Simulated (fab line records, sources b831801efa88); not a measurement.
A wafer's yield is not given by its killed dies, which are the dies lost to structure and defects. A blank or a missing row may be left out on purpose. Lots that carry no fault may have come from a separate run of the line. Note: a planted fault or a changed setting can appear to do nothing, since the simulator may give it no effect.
2 desks, one fault / flow sky130 / each desk holds nothing but its own numbers, with what lay behind them at the end

== THE TOOL OWNER'S DESK: litho track-03 ==
Per lot that ran on this tool, the mean of the sampled wafers carrying a number, from the tool's own readings at SKY_METAL4_SOFTBAKE_09 (time 90 s). Any lot whose mean is over 4 standard deviations away from the usual mean is out of limits and marked OUT; that distance is given in the brackets.
Columns: A = heater power total W at SKY_METAL4_SOFTBAKE_09, usual 57.36 W; B = plate temp C at SKY_METAL4_SOFTBAKE_09, usual 100.00 C
lot=L926; first seen here=day 43 12:00; A=57.31; B=99.87
lot=L930; first seen here=day 44 12:00; A=57.36; B=99.93
lot=L932; first seen here=day 45 03:00; A=57.79; B=100.77 (+5.9) OUT
lot=L934; first seen here=day 46 03:00; A=58.07 (+6.5) OUT; B=100.86 (+6.6) OUT
Finding of this desk: L932, L934 out of limits; the first was L932 at day 45 03:00, on plate temp C at SKY_METAL4_SOFTBAKE_09. Within limits: L926, L930.

== FROM THE METROLOGY DESK ==
What the gauges read for every lot (on any tool): the sampled wafers with a number, averaged. Any lot whose mean is over 4 standard deviations away from the usual mean is out of limits and marked OUT; that distance is given in the brackets.
Columns: A = METAL3_OVL at SKY_METAL3_OVL_MEAS_14, usual 0 nm
lot=L919; first seen here=day 39 05:50; A=-4
lot=L922; first seen here=day 40 09:48; A=-4
lot=L923; first seen here=day 40 14:22; A=-6
lot=L926; first seen here=day 40 21:51; A=5
lot=L924; first seen here=day 40 23:01; A=-4
lot=L930; first seen here=day 41 23:34; A=3
lot=L929; first seen here=day 42 03:32; A=-2
lot=L932; first seen here=day 42 15:21; A=3
lot=L933; first seen here=day 43 16:32; A=0
lot=L935; first seen here=day 43 16:47; A=-3
lot=L934; first seen here=day 43 16:59; A=6
lot=L940; first seen here=day 44 21:53; A=-3
lot=L941; first seen here=day 45 00:45; A=11
This desk's verdict: no lot among the 13 shows anything out of limits.

== BROUGHT TOGETHER ==
The tool owner's desk could have raised an alarm at day 45 03:00, on L932, L934.
Metrology desk: nothing out of limits seen.
The metrology desk has L932, L934 on record, within its limits.
SKY_METAL4_SOFTBAKE_09 was run on litho track-03 by each of the lots named.

== WHAT THE SIMULATOR HAD INSERTED ==
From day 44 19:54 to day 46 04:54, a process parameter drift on litho track-03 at SKY_METAL4_SOFTBAKE_09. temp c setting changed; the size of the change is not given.
Shown lots that were struck: L932, L934.
Each desk's first reading out of limits, in hours after the fault started: the tool owner's desk, 7.
